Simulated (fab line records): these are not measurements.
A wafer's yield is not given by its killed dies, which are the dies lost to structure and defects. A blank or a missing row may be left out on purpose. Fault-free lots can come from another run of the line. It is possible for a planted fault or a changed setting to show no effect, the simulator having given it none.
8D (eight disciplines) problem report, filled in by code || flow gf180mcu || the parts of the form that need people (team, actions taken, sign-off) are left out

1. WHAT IS WRONG
V4_CVD_00_THK at GF_V4_THK_MEAS_01 reads a mean of 298 nm on 6 wafers of 2 lots; wafers without a fault read 597 nm with a standard deviation of 7.4. That puts it -40 standard deviations away from the usual mean.
First seen on wafer L581.1, day 26 13:23, on filmMetro-02. The record has a number at this step for 36 wafers belonging to 12 lots. Rule for "out" (also "out of limits"): further than 4 standard deviations from the usual mean. The rest of the wafers with a number are treated as sound.

2. WHAT IT IS, WHAT IT ISN'T
{"question": "which readings at this step", "is": "V4_CVD_00_THK", "is not": "-"}
{"question": "which lots", "is": "L581, L583", "is not": "L573, L575, L584, L585, L587, L588, L589, L592, L594, L595"}
{"question": "which wafers of those lots", "is": "all that have a number", "is not": "-"}
{"question": "read on which gauges", "is": "filmMetro-02", "is not": "filmMetro-03, filmMetro-04"}
{"question": "when", "is": "from day 26 13:23", "is not": "up to then (6 sound wafers); but 24 sound wafers of L584, L585, L587, L588, L589, L592, L594, L595 came after"}

3. WHAT RULES OUT EACH SUSPECT
Counting: a tool stays on the suspect list if, at a process step up to the reading, it processed all lots that are out and no sound lot following the first of them.
- the gauge at GF_V4_THK_MEAS_01 is ruled out. All the wafers that are out were read on filmMetro-02, but those of them that GF_V4_CVD_00 has rows for are out there too, on other tools.
- hdpcvd-02 at GF_V4_CVD_00 (deposits SiO2, target thk 600 nm, time 100 s): ruled out as a lasting fault. Following L581 (day 26 13:18), the first lot on it that is out, the sound lots L594, L595 were run on it.
Left after counting: nothing in the record.

4. THE CAUSE (what the simulator had put in)
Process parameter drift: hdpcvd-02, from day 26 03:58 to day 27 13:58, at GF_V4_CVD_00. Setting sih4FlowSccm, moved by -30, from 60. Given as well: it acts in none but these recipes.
The count ruled it out by mistake, since the rule takes a fault to strike every lot its tool runs from the start of the fault on, and this one did not do so.

5. THE EFFECT CHAIN, in route order
One row per reading whose mean, taken over the struck wafers that have a number, lies over 3 standard deviations from the usual. Only readings for which the record gives a usual standard deviation are gone through. hours: the time from each lot's start at the first step in this table that gives one to its start at this step, as a median over the lots. sigmas: the change in usual standard deviations.
{"hours": 0, "step": "GF_V4_CVD_00", "reading": "sih4FlowSccm", "usual": "60.00 sccm", "on struck wafers": 30.19, "change": -29.81, "sigmas": "-99 or more"}
{"hours": 0, "step": "GF_V4_THK_MEAS_01", "reading": "V4_CVD_00_THK", "usual": "597 nm", "on struck wafers": 298, "change": -299, "sigmas": -40}
The process steps in it:
- GF_V4_CVD_00: deposits SiO2, target thk 600 nm, time 100 s.

6. HOW IT WOULD HAVE BEEN CAUGHT EARLIER
The first out-of-limits reading at a measuring or inspecting step in this record came at day 26 13:23, 9 hours after the fault's start at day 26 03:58.
At GF_V4_CVD_00, the tool's own readings (sih4FlowSccm) were out on each struck wafer the step has a row for, so an alarm limit on them would have fired on the first such wafer.
